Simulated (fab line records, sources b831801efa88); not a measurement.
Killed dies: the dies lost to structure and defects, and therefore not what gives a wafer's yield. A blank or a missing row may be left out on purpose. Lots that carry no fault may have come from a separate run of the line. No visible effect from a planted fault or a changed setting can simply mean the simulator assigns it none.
2 desks looking at one fault	flow gf180mcu	every desk sees just its own numbers, and what lay behind them comes last

TOOL OWNER'S DESK, litho_track-02
The tool's own readings at GF_MVPSD_COAT_02 (resist thk 3000 nm): means of the sampled wafers that have a number, for each lot that ran on this tool. Any lot whose mean is over 4 standard deviations away from the usual mean is out of limits and marked OUT; that distance is given in the brackets.
Columns: A = resist_line_temp_C at GF_MVPSD_COAT_02, usual 22.99 C; B = spin_speed_rpm at GF_MVPSD_COAT_02, usual 2000.2 rpm
lot	first seen here	A	B
L580	day 7 01:16	22.91	1999.9
L582	day 7 10:22	22.90	1999.9
L583	day 7 16:10	23.11	2000.0
L592	day 9 20:37	22.99	1999.6
L593	day 10 01:10	22.94	1999.4
L594	day 10 10:49	23.05	1999.6
This desk found nothing out of limits on any of the 6 lots.

FROM THE METROLOGY DESK
What the gauges read for every lot (on any tool): the sampled wafers with a number, averaged. Any lot whose mean is over 4 standard deviations away from the usual mean is out of limits and marked OUT; that distance is given in the brackets.
Columns: A = VT_IMPLANT_OVL at GF_VT_IMPLANT_OVL_MEAS_07, usual 0.1 nm; B = cd_nm at GF_POLY_GATE_CD_MEAS_10, usual 279.9 nm
lot	first seen here	A	B
L571	day 5 15:38	-0.1	278.3
L572	day 5 22:38	-0.5	280.5
L580	day 8 01:36	2.4	280.5
L582	day 8 10:44	0.4	280.3
L583	day 8 16:50	-1.1	280.1
L587	day 9 17:32	-0.7	282.0
L588	day 10 01:30	2.7	278.5
L589	day 10 04:48	-0.5	282.4
L590	day 10 12:52	1.5	280.0
L592	day 11 00:02	0.8	281.1
L593	day 11 04:41	-2.5	278.9
L594	day 11 14:44	-0.2	282.5
This desk found nothing out of limits on any of the 12 lots.

PUT TOGETHER
The tool owner's desk saw nothing out of limits.
Metrology desk: nothing out of limits seen.

WHAT THE SIMULATOR HAD PUT IN
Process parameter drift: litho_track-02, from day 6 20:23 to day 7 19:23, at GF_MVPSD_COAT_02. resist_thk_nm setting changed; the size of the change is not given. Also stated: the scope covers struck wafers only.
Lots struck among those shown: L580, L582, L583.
